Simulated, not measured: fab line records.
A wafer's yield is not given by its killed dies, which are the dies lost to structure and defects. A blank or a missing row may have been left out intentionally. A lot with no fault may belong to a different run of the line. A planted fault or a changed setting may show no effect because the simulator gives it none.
Which tool was responsible? || flow sky130 || 11 lots, 33 wafers sampled, at 2 steps of a route of 708

## WHAT THE GAUGES READ, wafer by wafer
SKY_LDD_HVN_OVL_MEAS_07. Usual: LDD_HVN_OVL typically reads -1.0 nm, with standard deviation 1.3.
{"lot": "L587", "measured": "day 20 16:31", "on": "overlay-02", "LDD_HVN_OVL (nm)": "-3.0 -2.0 -3.6", "flag": ""}
{"lot": "L589", "measured": "day 21 12:22", "on": "overlay-01", "LDD_HVN_OVL (nm)": "-2.3 -3.5 -3.0", "flag": ""}
{"lot": "L588", "measured": "day 21 16:01", "on": "overlay-01", "LDD_HVN_OVL (nm)": "-0.6 0.5 -1.9", "flag": ""}
{"lot": "L595", "measured": "day 23 11:26", "on": "overlay-02", "LDD_HVN_OVL (nm)": "-0.6 -1.2 0.8", "flag": ""}
{"lot": "L596", "measured": "day 23 17:08", "on": "overlay-01", "LDD_HVN_OVL (nm)": "-72.7 -73.0 -72.3", "flag": "OFF"}
{"lot": "L597", "measured": "day 24 05:37", "on": "overlay-01", "LDD_HVN_OVL (nm)": "-72.5 -73.2 -71.9", "flag": "OFF"}
{"lot": "L599", "measured": "day 24 20:43", "on": "overlay-01", "LDD_HVN_OVL (nm)": "1.1 0.0 2.1", "flag": ""}
{"lot": "L600", "measured": "day 25 07:02", "on": "overlay-01", "LDD_HVN_OVL (nm)": "-1.9 -0.4 -0.9", "flag": ""}
{"lot": "L601", "measured": "day 25 10:32", "on": "overlay-02", "LDD_HVN_OVL (nm)": "-1.2 -0.7 -1.5", "flag": ""}
{"lot": "L603", "measured": "day 26 00:05", "on": "overlay-02", "LDD_HVN_OVL (nm)": "0.8 -2.3 -2.0", "flag": ""}
{"lot": "L610", "measured": "day 28 11:50", "on": "overlay-02", "LDD_HVN_OVL (nm)": "1.3 -2.0 1.2", "flag": ""}

## WHAT TOOL EACH LOT RAN ON (gives the tool, then ch and the chambers of the sampled wafers, and finally the start)
{"lot": "L587", "SKY_LDD_HVN_EXPOSE_04": "iline-stepper-01 ch 0, day 20 01:31"}
{"lot": "L589", "SKY_LDD_HVN_EXPOSE_04": "iline-stepper-02 ch 0, day 20 21:24"}
{"lot": "L588", "SKY_LDD_HVN_EXPOSE_04": "iline-stepper-02 ch 0, day 21 00:40"}
{"lot": "L595", "SKY_LDD_HVN_EXPOSE_04": "iline-stepper-02 ch 0, day 22 20:25"}
{"lot": "L596", "SKY_LDD_HVN_EXPOSE_04": "iline-stepper-01 ch 0, day 23 02:33"}
{"lot": "L597", "SKY_LDD_HVN_EXPOSE_04": "iline-stepper-01 ch 0, day 23 15:10"}
{"lot": "L599", "SKY_LDD_HVN_EXPOSE_04": "iline-stepper-02 ch 0, day 24 06:32"}
{"lot": "L600", "SKY_LDD_HVN_EXPOSE_04": "iline-stepper-02 ch 0, day 24 16:26"}
{"lot": "L601", "SKY_LDD_HVN_EXPOSE_04": "iline-stepper-02 ch 0, day 24 19:52"}
{"lot": "L603", "SKY_LDD_HVN_EXPOSE_04": "iline-stepper-02 ch 0, day 25 09:52"}
{"lot": "L610", "SKY_LDD_HVN_EXPOSE_04": "iline-stepper-02 ch 0, day 27 21:51"}
- SKY_LDD_HVN_EXPOSE_04: exposes mask HVNTM, target cd 700 nm.

## WHAT THE TOOLS THEMSELVES READ (means of the sampled wafers that have a number; where no wafer has one, the mark that the record gives instead)
The record holds no such reading with a usual standard deviation.

## THE ANSWER, worked out from the rows above alone
Rule: a lot counts as off when the mean over its wafers that have a number is more than 3 standard deviations away from the usual mean. A lot without any number at a reading at which 4 lots or more have one is off too. All remaining lots with rows at the step are treated as sound. After the gauges, taken in route order, come the tools' own readings; for these a lot's mean is taken, as printed above. At the first step where some lot is off, the reading lying furthest off is the one used; lots without a number count as furthest.
Off: at SKY_LDD_HVN_OVL_MEAS_07 (LDD_HVN_OVL), L596, L597.
If a tool, at a process step before that reading, ran all the lots that are off and no sound lot after the first of them, it fits. Those tools and the gauges at SKY_LDD_HVN_OVL_MEAS_07 are tried in the same way. One fits: SKY_LDD_HVN_EXPOSE_04 on iline-stepper-01. Its last sound lot is L587 (day 20 01:31), its first lot that is off L596 (day 23 02:33): a fault that began between those two fits.

## WHAT HAD BEEN PUT IN BY THE SIMULATOR
Scanner matching overlay: iline-stepper-01, from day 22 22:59 on, at SKY_LDD_HVN_EXPOSE_04. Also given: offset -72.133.
Shown lots that were struck: L596, L597. The rule given above showed the same thing.
